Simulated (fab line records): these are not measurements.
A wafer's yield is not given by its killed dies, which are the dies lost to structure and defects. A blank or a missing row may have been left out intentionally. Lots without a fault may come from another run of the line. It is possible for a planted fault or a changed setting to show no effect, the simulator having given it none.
The tool behind it: which one? + flow sky130 + Sampling: 12 lots, 36 wafers, 6 of 708 route steps

## WHAT EACH GAUGE READ, for each wafer
SKY_PWDE_OVL_MEAS_07.
| lot  | measured    | on         | PWDE_OVL (nm)  |
|------|-------------|------------|----------------|
| L557 | day 4 05:34 | overlay-02 | -1.7 -1.4 -2.1 |
| L558 | day 4 10:46 | overlay-02 | -0.5 2.2 1.0   |
| L559 | day 4 16:34 | overlay-02 | -1.4 -3.5 -2.1 |
| L561 | day 5 03:25 | overlay-01 | 2.6 0.0 1.2    |
| L563 | day 5 11:28 | overlay-02 | 0.5 -0.3 -0.5  |
| L567 | day 6 15:56 | overlay-01 | 1.3 2.2 1.1    |
| L568 | day 6 21:07 | overlay-02 | -0.9 -1.3 0.6  |
| L569 | day 7 02:38 | overlay-01 | -1.9 -0.7 -1.2 |
| L570 | day 7 06:08 | overlay-01 | 0.5 -2.1 -0.7  |
| L571 | day 7 12:47 | overlay-01 | -0.1 -0.3 -0.9 |
| L574 | day 8 04:02 | overlay-02 | 0.5 2.1 1.9    |
| L579 | day 9 06:01 | overlay-02 | -0.7 -0.1 1.9  |

SKY_PWDE_TW_MEAS_10.
| lot  | measured    | on            | PWDE_TW     |
|------|-------------|---------------|-------------|
| L557 | day 4 05:51 | film_metro-03 | 373 373 373 |
| L558 | day 4 11:02 | film_metro-02 | 369 365 367 |
| L559 | day 4 16:50 | film_metro-02 | 369 367 367 |
| L561 | day 5 03:41 | film_metro-01 | 370 370 371 |
| L563 | day 5 11:45 | film_metro-02 | 369 367 369 |
| L567 | day 6 16:13 | film_metro-01 | 373 373 375 |
| L568 | day 6 21:24 | film_metro-02 | 366 367 367 |
| L569 | day 7 02:55 | film_metro-01 | 378 377 377 |
| L570 | day 7 06:25 | film_metro-01 | 374 376 377 |
| L571 | day 7 13:05 | film_metro-03 | 374 374 376 |
| L574 | day 8 04:20 | film_metro-01 | 376 375 376 |
| L579 | day 9 06:17 | film_metro-03 | 374 374 375 |

SKY_VT_ADJUST_NCORE_TW_MEAS_11.
| lot  | measured     | on            | VT_ADJUST_NCORE_TW |
|------|--------------|---------------|--------------------|
| L557 | day 9 00:07  | film_metro-04 | 223.3 222.6 223.7  |
| L558 | day 9 07:40  | film_metro-03 | 220.2 220.5 220.4  |
| L559 | day 9 15:02  | film_metro-03 | 220.6 220.6 221.2  |
| L561 | day 10 03:53 | film_metro-04 | 222.9 221.6 220.8  |
| L563 | day 10 12:43 | film_metro-01 | 217.3 217.6 216.6  |
| L567 | day 12 02:17 | film_metro-04 | 222.8 221.3 221.8  |
| L568 | day 12 08:55 | film_metro-03 | 218.6 219.5 219.9  |
| L569 | day 12 15:56 | film_metro-04 | 222.2 223.2 223.1  |
| L570 | day 12 19:17 | film_metro-04 | 221.5 222.7 223.1  |
| L571 | day 13 05:30 | film_metro-01 | 217.2 217.1 218.6  |
| L574 | day 14 00:57 | film_metro-03 | 221.0 220.0 221.5  |
| L579 | day 15 07:58 | film_metro-03 | 220.9 221.1 220.6  |

SKY_SONOS_TUNNEL_CD_MEAS_07: target cd 410 nm.
| lot  | measured     | on        | cd_nm (nm)        |
|------|--------------|-----------|-------------------|
| L557 | day 11 17:40 | cd_sem-01 | 408.3 411.8 408.6 |
| L558 | day 12 03:26 | cd_sem-02 | 407.2 408.6 407.5 |
| L559 | day 12 12:08 | cd_sem-02 | 410.7 413.7 410.4 |
| L561 | day 13 01:54 | cd_sem-01 | 408.5 405.6 408.1 |
| L563 | day 13 13:05 | cd_sem-01 | 408.2 410.1 408.7 |
| L567 | day 15 06:53 | cd_sem-01 | 411.3 410.4 409.1 |
| L568 | day 15 14:48 | cd_sem-01 | 405.7 406.3 406.9 |
| L569 | day 15 22:23 | cd_sem-01 | - - -             |
| L570 | day 16 01:48 | cd_sem-02 | 408.9 408.2 409.2 |
| L571 | day 16 12:46 | cd_sem-02 | 412.0 412.8 412.7 |
| L574 | day 17 11:47 | cd_sem-01 | 408.2 407.4 407.3 |
| L579 | day 18 22:28 | cd_sem-01 | 411.4 412.4 411.6 |

SKY_SONOS_TUNNEL_TW_MEAS_12.
| lot  | measured     | on            | SONOS_TUNNEL_TW               |
|------|--------------|---------------|-------------------------------|
| L557 | day 11 18:14 | film_metro-04 | 201.5 200.4 200.5             |
| L558 | day 12 04:01 | film_metro-04 | 199.7 199.7 200.4             |
| L559 | day 12 12:43 | film_metro-02 | 193.3 193.4 193.6             |
| L561 | day 13 02:28 | film_metro-03 | 196.8 197.1 197.3             |
| L563 | day 13 13:38 | film_metro-04 | 198.9 199.7 199.9             |
| L567 | day 15 07:44 | film_metro-03 | 198.7 197.6 199.1             |
| L568 | day 15 15:29 | film_metro-02 | 194.0 194.0 195.3             |
| L569 | day 15 22:57 | film_metro-03 | 30.2 30.2 30.2 30.2 30.4 30.2 |
| L570 | day 16 02:22 | film_metro-04 | 200.2 199.0 200.6             |
| L571 | day 16 13:19 | film_metro-03 | 198.8 197.8 197.7             |
| L574 | day 17 12:20 | film_metro-02 | 195.2 194.7 196.0             |
| L579 | day 18 23:02 | film_metro-03 | 198.5 197.8 197.7             |

## TOOL THAT RAN EACH LOT (tool first, then ch and the chambers of the sampled wafers, then the start)
| lot  | SKY_SONOS_TUNNEL_EXPOSE_04          |
|------|-------------------------------------|
| L557 | iline_stepper-02 ch 0, day 11 06:41 |
| L558 | iline_stepper-02 ch 0, day 11 16:01 |
| L559 | iline_stepper-01 ch 0, day 12 00:05 |
| L561 | iline_stepper-01 ch 0, day 12 14:10 |
| L563 | iline_stepper-01 ch 0, day 13 00:21 |
| L567 | iline_stepper-02 ch 0, day 14 18:04 |
| L568 | iline_stepper-02 ch 0, day 15 01:36 |
| L569 | iline_stepper-02 ch 0, day 15 08:19 |
| L570 | iline_stepper-02 ch 0, day 15 12:27 |
| L571 | iline_stepper-02 ch 0, day 15 23:55 |
| L574 | iline_stepper-02 ch 0, day 16 21:52 |
| L579 | iline_stepper-02 ch 0, day 18 07:47 |
- SKY_SONOS_TUNNEL_EXPOSE_04: exposes mask TUNM, target cd 410 nm.

## WHAT THE TOOLS THEMSELVES READ (means of the sampled wafers that have a number; where no wafer has one, the mark that the record gives instead)
The record holds no such reading with a usual standard deviation.

## THE ANSWER, worked out from the rows above alone
Rule: what is usual is taken from the lots themselves. The widest of any qualifying gaps counts: lots, ordered by their means at a reading, are off when they make up no more than a third of the lots, leave a main group of 4 or more, and stand apart from it by 3 or more times the standard deviation of that group's means. The tables above print the reading to a certain number of digits; a main group whose means all agree to those digits is not used. A lot without any number at a reading at which 4 lots or more have one is off too. The other lots that the step has rows for count as sound. Order of review: gauges by route order, followed by the tools' own readings, for which a lot's mean as printed above is used. At the first step where some lot is off, the reading lying furthest off is the one used; lots without a number count as furthest.
Off: L569, at SKY_SONOS_TUNNEL_CD_MEAS_07 (cd_nm). Without a number there: L569. Main group: mean 409.3 nm, sd 1.9.
If a tool, at a process step before that reading, ran all the lots that are off and no sound lot after the first of them, it fits. Not tried: the gauges at SKY_SONOS_TUNNEL_CD_MEAS_07; whatever is off there is also off at SKY_SONOS_TUNNEL_TW_MEAS_12, on other tools, and gauge error can't account for it. None of those tried fits.

## WHAT THE SIMULATOR PUT IN
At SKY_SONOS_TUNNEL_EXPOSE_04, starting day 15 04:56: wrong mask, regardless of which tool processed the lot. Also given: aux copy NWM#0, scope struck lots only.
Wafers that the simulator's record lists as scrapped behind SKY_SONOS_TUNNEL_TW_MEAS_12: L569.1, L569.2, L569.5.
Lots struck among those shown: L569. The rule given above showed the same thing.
